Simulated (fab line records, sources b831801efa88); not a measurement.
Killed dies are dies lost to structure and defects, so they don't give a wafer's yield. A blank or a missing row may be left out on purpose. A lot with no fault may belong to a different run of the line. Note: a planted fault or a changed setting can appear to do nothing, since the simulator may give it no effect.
The tool behind it: which one? :: flow gf180mcu :: 7 lots with 21 wafers sampled at 3 steps, on a route of 602 steps

WHAT THE GAUGES READ, wafer by wafer
GF_M4_OVL_MEAS_15.
lot: L821
measured: day 24 03:34
on: overlay-02
M4_OVL (nm): -10 7 -10

lot: L826
measured: day 26 00:40
on: overlay-01
M4_OVL (nm): -3 -10 -10

lot: L828
measured: day 26 20:45
on: overlay-02
M4_OVL (nm): -4 -1 -9

lot: L836
measured: day 29 01:20
on: overlay-02
M4_OVL (nm): 1 -1 -4

lot: L838
measured: day 29 11:31
on: overlay-02
M4_OVL (nm): -1 5 4

lot: L840
measured: day 30 02:52
on: overlay-02
M4_OVL (nm): 1 -3 3

lot: L842
measured: day 30 14:39
on: overlay-02
M4_OVL (nm): 0 1 -3

EACH LOT AND THE TOOL THAT RAN IT (in order: tool; ch and the chambers of the sampled wafers; start)
lot: L821
GF_M4_SPUTTER_01: pvd_sputter-04, day 23 04:26
GF_M4_SPUTTER_03: pvd_sputter-04, day 23 04:30

lot: L826
GF_M4_SPUTTER_01: pvd_sputter-04, day 25 02:56
GF_M4_SPUTTER_03: pvd_sputter-04, day 25 03:00

lot: L828
GF_M4_SPUTTER_01: pvd_sputter-03, day 26 01:07
GF_M4_SPUTTER_03: pvd_sputter-03, day 26 01:10

lot: L836
GF_M4_SPUTTER_01: pvd_sputter-04, day 28 05:44
GF_M4_SPUTTER_03: pvd_sputter-04, day 28 05:48

lot: L838
GF_M4_SPUTTER_01: pvd_sputter-02, day 28 16:07
GF_M4_SPUTTER_03: pvd_sputter-02, day 28 16:11

lot: L840
GF_M4_SPUTTER_01: pvd_sputter-03, day 29 08:22
GF_M4_SPUTTER_03: pvd_sputter-03, day 29 08:25

lot: L842
GF_M4_SPUTTER_01: pvd_sputter-02, day 29 20:10
GF_M4_SPUTTER_03: pvd_sputter-02, day 29 20:14
- GF_M4_SPUTTER_01: material TiN, target thk 30 nm, time 25 s.
- GF_M4_SPUTTER_03: material Ti, target thk 10 nm, time 6.7 s.

THE ANSWER, worked out from the rows above alone
Rule: the lots themselves supply what counts as usual. The widest of any qualifying gaps counts: lots, ordered by their means at a reading, are off when they make up no more than a third of the lots, leave a main group of 4 or more, and stand apart from it by 3 or more times the standard deviation of that group's means. A main group whose means are all the same, to the digits that the tables above print for the reading, isn't used. A lot without any number at a reading at which 4 lots or more have one is off too. All remaining lots with rows at the step are treated as sound.
Nothing can be told from this: no lot is off at any reading shown.

WHAT THE SIMULATOR HAD INSERTED
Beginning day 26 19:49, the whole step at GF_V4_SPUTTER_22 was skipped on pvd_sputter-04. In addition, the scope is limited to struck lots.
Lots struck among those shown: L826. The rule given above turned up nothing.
